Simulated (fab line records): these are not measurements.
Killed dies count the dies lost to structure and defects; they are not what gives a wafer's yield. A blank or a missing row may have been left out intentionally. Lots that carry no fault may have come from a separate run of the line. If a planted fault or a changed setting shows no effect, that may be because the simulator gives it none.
What tool caused it? + flow sfq-line + at 1 step of a route of 325, 15 lots with 44 wafers sampled

== WHAT THE GAUGES READ, wafer by wafer ==
Not one reading of a measure or inspect step in the record can be checked against a usual standard deviation.

== TOOL THAT RAN EACH LOT (tool first, then ch and the chambers of the sampled wafers, then the start) ==
| lot  | SFQ_TRILAYER_M5_ETCH_METAL_ETCH_126 |
|------|-------------------------------------|
| L887 | rie-metal-03 ch 0,1, day 51 08:49   |
| L888 | rie-metal-04 ch 0,1, day 65 09:24   |
| L889 | rie-metal-03 ch 0,1, day 65 11:52   |
| L891 | rie-metal-01 ch 0,1, day 66 07:00   |
| L892 | rie-metal-03 ch 0, day 66 08:16     |
| L894 | rie-metal-04 ch 0,1, day 67 03:24   |
| L895 | rie-metal-04 ch 0,1, day 67 07:10   |
| L896 | rie-metal-01 ch 0,1, day 67 10:46   |
| L897 | rie-metal-04 ch 0,1, day 67 11:53   |
| L898 | rie-metal-04 ch 0,1, day 67 16:49   |
| L900 | rie-metal-04 ch 0,1, day 67 20:25   |
| L899 | rie-metal-04 ch 1, day 67 22:53     |
| L907 | rie-metal-01 ch 0,1, day 73 06:15   |
| L908 | rie-metal-04 ch 0,1, day 73 11:03   |
| L909 | rie-metal-01 ch 0,1, day 73 21:51   |
- SFQ_TRILAYER_M5_ETCH_METAL_ETCH_126: etches Nb in Cl2/BCl3, stops on SiO2, time 203.2 s, target depth 265 nm.

== WHAT THE TOOLS THEMSELVES READ (means of the sampled wafers that have a number; where no wafer has one, the mark that the record gives instead) ==
SFQ_TRILAYER_M5_ETCH_METAL_ETCH_126.
| lot  | tool         | drypump-motor-current-A (A) | oes-product-au (a.u.) | run-length-s (s) |
|------|--------------|-----------------------------|-----------------------|------------------|
| L887 | rie-metal-03 | 6.0                         | 0.719                 | 231.20           |
| L888 | rie-metal-04 | 6.0                         | 0.734                 | 231.20           |
| L889 | rie-metal-03 | 6.3                         | 0.730                 | 231.04           |
| L891 | rie-metal-01 | 6.0                         | 0.727                 | 231.31           |
| L892 | rie-metal-03 | 6.6                         | 0.724                 | 231.05           |
| L894 | rie-metal-04 | 5.6                         | 0.726                 | 231.13           |
| L895 | rie-metal-04 | 5.5                         | 0.727                 | 231.01           |
| L896 | rie-metal-01 | 6.1                         | 0.731                 | 231.35           |
| L897 | rie-metal-04 | 6.0                         | 0.727                 | 231.18           |
| L898 | rie-metal-04 | 5.6                         | 0.796                 | 217.90           |
| L900 | rie-metal-04 | 6.0                         | 0.787                 | 217.90           |
| L899 | rie-metal-04 | 5.2                         | 0.909                 | 191.15           |
| L907 | rie-metal-01 | 6.0                         | 0.734                 | 231.38           |
| L908 | rie-metal-04 | 5.6                         | 0.727                 | 231.10           |
| L909 | rie-metal-01 | 6.0                         | 0.726                 | 231.44           |

== THE ANSWER, worked out from the rows above alone ==
Rule: usual is defined by the lots themselves. The widest of any qualifying gaps counts: lots, ordered by their means at a reading, are off when they make up no more than a third of the lots, leave a main group of 4 or more, and stand apart from it by 3 or more times the standard deviation of that group's means. A main group is skipped when, at the precision printed for the reading in the tables above, its means are all equal. A lot without any number at a reading at which 4 lots or more have one is off too. Where the step has rows for the other lots, those lots are counted as sound. After the gauges, taken in route order, come the tools' own readings; for these a lot's mean is taken, as printed above. At the first step where some lot is off, the reading lying furthest off is the one used; lots without a number count as furthest.
Off, at SFQ_TRILAYER_M5_ETCH_METAL_ETCH_126 on run-length-s: L898, L900, L899. Main group: mean 231.20 s, sd 0.14.
A tool fits if, at that step or a process step before it, it ran every lot that is off, and no sound lot after the first of them. None of those tried fits.

== WHAT HAD BEEN PUT IN BY THE SIMULATOR ==
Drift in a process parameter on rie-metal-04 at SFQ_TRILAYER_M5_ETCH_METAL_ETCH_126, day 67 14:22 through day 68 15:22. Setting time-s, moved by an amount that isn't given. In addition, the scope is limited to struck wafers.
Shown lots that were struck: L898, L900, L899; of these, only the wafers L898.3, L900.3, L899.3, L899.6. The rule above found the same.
